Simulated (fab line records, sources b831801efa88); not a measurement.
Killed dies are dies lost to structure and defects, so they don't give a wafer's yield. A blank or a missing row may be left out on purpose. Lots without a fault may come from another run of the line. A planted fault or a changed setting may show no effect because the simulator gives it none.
Problem report in the 8D (eight disciplines) form, filled by code | flow sfq_line | the parts of the form that need people (team, actions taken, sign-off) are left out

1. THE PROBLEM
run_length_s at SFQ_TRILAYER_I2_VIA_BARC_OPEN_VIA_ETCH_096 reads a mean of 78.1 s on 5 wafers of 3 lots; wafers without a fault read 70.1 s with a standard deviation of 0.53. That is +15 standard deviations from the usual mean.
The step: etches BARC in O2, target depth 125 nm, time 41.7 s.
First seen on wafer L699.2, day 38 05:29, on rie_diel-01. The record holds 18 wafers of 7 lots with a number at this step. Rule for "out", or "out of limits": more than 4 standard deviations from the usual mean. The other wafers with a number count as sound.

2. WHAT IT IS AND WHAT IT IS NOT
question                    | is                                     | is not
which readings at this step | run_length_s, oes_product_au           | drypump_motor_current_A
which lots                  | L699, L703, L704                       | L689, L694, L708, L711
which wafers of those lots  | L699.2, L699.5, L703.5, L704.2, L704.5 | L703.3
read on which tools         | rie_diel-01                            | rie_diel-02, rie_diel-03
when                        | from day 38 05:29                      | up to then (6 sound wafers); but 7 sound wafers of L703, L708, L711 came after

3. SUSPECTS, AND WHAT RULES EACH OUT
Counting: a tool at a process step up to the reading stays a suspect if it ran every lot that is out. Sound lots after the first of them don't rule it out here, since some wafers of a struck lot are sound.
- rie_diel-01 at SFQ_TRILAYER_I2_VIA_BARC_OPEN_VIA_ETCH_096 (etches BARC in O2, target depth 125 nm, time 41.7 s): kept. It ran every lot that is out, first L699 (day 38 05:29); its last sound lot up to then is L694 (day 31 00:06). Its own readings are out on those wafers: oes_product_au, run_length_s.
Left after counting: rie_diel-01 at SFQ_TRILAYER_I2_VIA_BARC_OPEN_VIA_ETCH_096.

4. THE CAUSE (what the simulator had put in)
Process parameter drift: rie_diel-01, from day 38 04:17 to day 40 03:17, at SFQ_TRILAYER_I2_VIA_BARC_OPEN_VIA_ETCH_096. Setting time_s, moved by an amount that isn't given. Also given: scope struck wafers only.
Counting left only this tool.

5. THE CHAIN OF EFFECTS, in route order
Each row: a reading whose mean over the struck wafers that have a number lies more than 3 standard deviations from the usual. Only readings for which the record gives a usual standard deviation are gone through. hours: the time from each lot's start at the first step in this table that gives one to its start at this step, as a median over the lots. sigmas: the change in usual standard deviations.
hours | step                                       | reading        | usual      | on struck wafers | change | sigmas
0     | SFQ_TRILAYER_I2_VIA_BARC_OPEN_VIA_ETCH_096 | oes_product_au | 0.685 a.u. | 0.637            | -0.048 | -10
0     | SFQ_TRILAYER_I2_VIA_BARC_OPEN_VIA_ETCH_096 | run_length_s   | 70.1 s     | 78.1             | +8.0   | +15
The process steps in it:
- SFQ_TRILAYER_I2_VIA_BARC_OPEN_VIA_ETCH_096: etches BARC in O2, target depth 125 nm, time 41.7 s.

6. WHAT WOULD HAVE CAUGHT IT SOONER
In this record the first reading out of limits was taken at day 38 05:29, 1 hour after the fault began at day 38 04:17.
